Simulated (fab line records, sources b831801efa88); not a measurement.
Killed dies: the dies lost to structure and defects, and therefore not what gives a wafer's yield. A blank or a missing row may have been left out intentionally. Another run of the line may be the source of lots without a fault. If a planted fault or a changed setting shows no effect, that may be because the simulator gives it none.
Problem report, 8D (eight disciplines) form, completed by code || flow sky130 || the parts of the form that need people (team, actions taken, sign-off) are left out

1. PROBLEM STATEMENT
Wafers without a fault read 19.999, standard deviation 0.0059; beam_energy_keV at SKY_SONOS_TUNNEL_IMPLANT_09 reads a mean of 18.917 on 6 wafers belonging to 2 lots. So: -99 or more standard deviations from the usual mean.
The first sign was on wafer L128.1 at day 14 18:14, on implanter-01. The record holds 18 wafers of 6 lots with a number at this step. By rule, "out" or "out of limits" means more than 4 standard deviations away from the usual mean. The other wafers with a number count as sound.

2. WHAT IT IS; WHAT IT IS NOT
{"question": "which readings at this step", "is": "beam_energy_keV", "is not": "-"}
{"question": "which lots", "is": "L128, L129", "is not": "L118, L126, L133, L141"}
{"question": "which wafers of those lots", "is": "all that have a number", "is not": "-"}
{"question": "read on which tools", "is": "implanter-01", "is not": "implanter-03"}
{"question": "when", "is": "from day 14 18:14", "is not": "up to then (6 sound wafers); but 6 sound wafers of L133, L141 came after"}

3. THE SUSPECTS, EACH WITH WHAT RULES IT OUT
Counting: a tool at any process step up to the reading remains a suspect when it ran all the lots that are out and ran no sound lot after the first of those.
- implanter-01 at SKY_SONOS_TUNNEL_IMPLANT_09: ruled out as a lasting fault. The sound lots L141 went through it after L128, its earliest lot that is out (day 14 18:14).
Left after counting: nothing in the record.

4. THE CAUSE (what the simulator had put in)
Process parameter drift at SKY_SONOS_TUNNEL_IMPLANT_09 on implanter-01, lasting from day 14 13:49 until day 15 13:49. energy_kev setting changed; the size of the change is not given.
Counting ruled it out, wrongly.

5. THE EFFECT CHAIN, in route order
Each row: a reading whose mean over the struck wafers that have a number lies more than 3 standard deviations from the usual. Readings are gone through only where the record gives a usual standard deviation; hours: the median, over the lots, of the time from a lot's start at the first step in this table giving one to that lot's start at this step; sigmas: the change measured in usual standard deviations.
{"hours": 0, "step": "SKY_SONOS_TUNNEL_IMPLANT_09", "reading": "beam_energy_keV", "usual": 19.999, "on struck wafers": 18.917, "change": -1.082, "sigmas": "-99 or more"}
Here are the process steps it includes:
- SKY_SONOS_TUNNEL_IMPLANT_09

6. HOW IT WOULD HAVE BEEN CAUGHT EARLIER
4 hours passed between the start of the fault at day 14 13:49 and the first reading out of limits in this record, taken at day 14 18:14.
